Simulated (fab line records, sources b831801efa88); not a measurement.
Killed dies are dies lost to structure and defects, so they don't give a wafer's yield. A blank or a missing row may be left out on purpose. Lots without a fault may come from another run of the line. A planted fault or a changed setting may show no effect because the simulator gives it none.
One fault seen from 2 desks | flow sky130 | each desk has only its own numbers; what lay behind them comes last

THE METROLOGY DESK
What the gauges read, lot by lot, whatever tool the lot ran on: means of the sampled wafers that have a number. A lot is out of limits, marked OUT, if its mean lies more than 4 standard deviations from the usual mean; the brackets give that distance.
Columns: A = POLY_GATE_OXIDATION_THK at SKY_POLY_GATE_THK_MEAS_21, usual 4.02 nm; B = cd_nm at SKY_POLY_GATE_CD_MEAS_22, usual 150.5 nm; C = LDD_N_OVL at SKY_LDD_N_OVL_MEAS_07, usual 0.2 nm
lot  | first seen here | A    | B     | C
L657 | day 20 15:36    | 4.07 | 149.1 | 0.8
L659 | day 21 06:34    | 4.00 | 149.1 | 1.0
L662 | day 22 04:40    | 3.98 | 150.9 | 2.3
L663 | day 22 11:55    | 3.93 | 151.0 | -0.4
L665 | day 23 09:38    | 4.08 | 147.1 | -1.8
L670 | day 24 21:37    | 4.00 | 150.4 | -0.7
This desk's finding: nothing out of limits on any of the 6 lots.

THE TOOL OWNER'S DESK: implanter-01
The tool's own readings at SKY_LDD_N_IMPLANT_10: means of the sampled wafers that have a number, for each lot that ran on this tool. A lot is out of limits, marked OUT, if its mean lies more than 4 standard deviations from the usual mean; the brackets give that distance.
Columns: A = beam_energy_keV at SKY_LDD_N_IMPLANT_10, usual 20.000
lot  | first seen here | A
L659 | day 22 14:04    | 20.006
L662 | day 23 10:37    | 18.151 (-99 or more) OUT
L665 | day 24 16:19    | 18.158 (-99 or more) OUT
This desk's finding: out of limits on L662, L665; first on L662, day 23 10:37 (beam_energy_keV at SKY_LDD_N_IMPLANT_10). In limits: L659.

PUT TOGETHER
The tool owner's desk could have raised an alarm at day 23 10:37, on L662, L665.
The metrology desk saw nothing out of limits.
The metrology desk has L662, L665 on record, within its limits.
Of the lots named, all ran SKY_LDD_N_IMPLANT_10 on implanter-01.

WHAT THE SIMULATOR HAD PUT IN
Process parameter drift: implanter-01, from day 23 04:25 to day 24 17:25, at SKY_LDD_N_IMPLANT_10. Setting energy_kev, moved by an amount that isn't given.
Lots struck among those shown: L662, L665.
Hours from the fault's start to each desk's first reading out of limits: the tool owner's desk, 6.
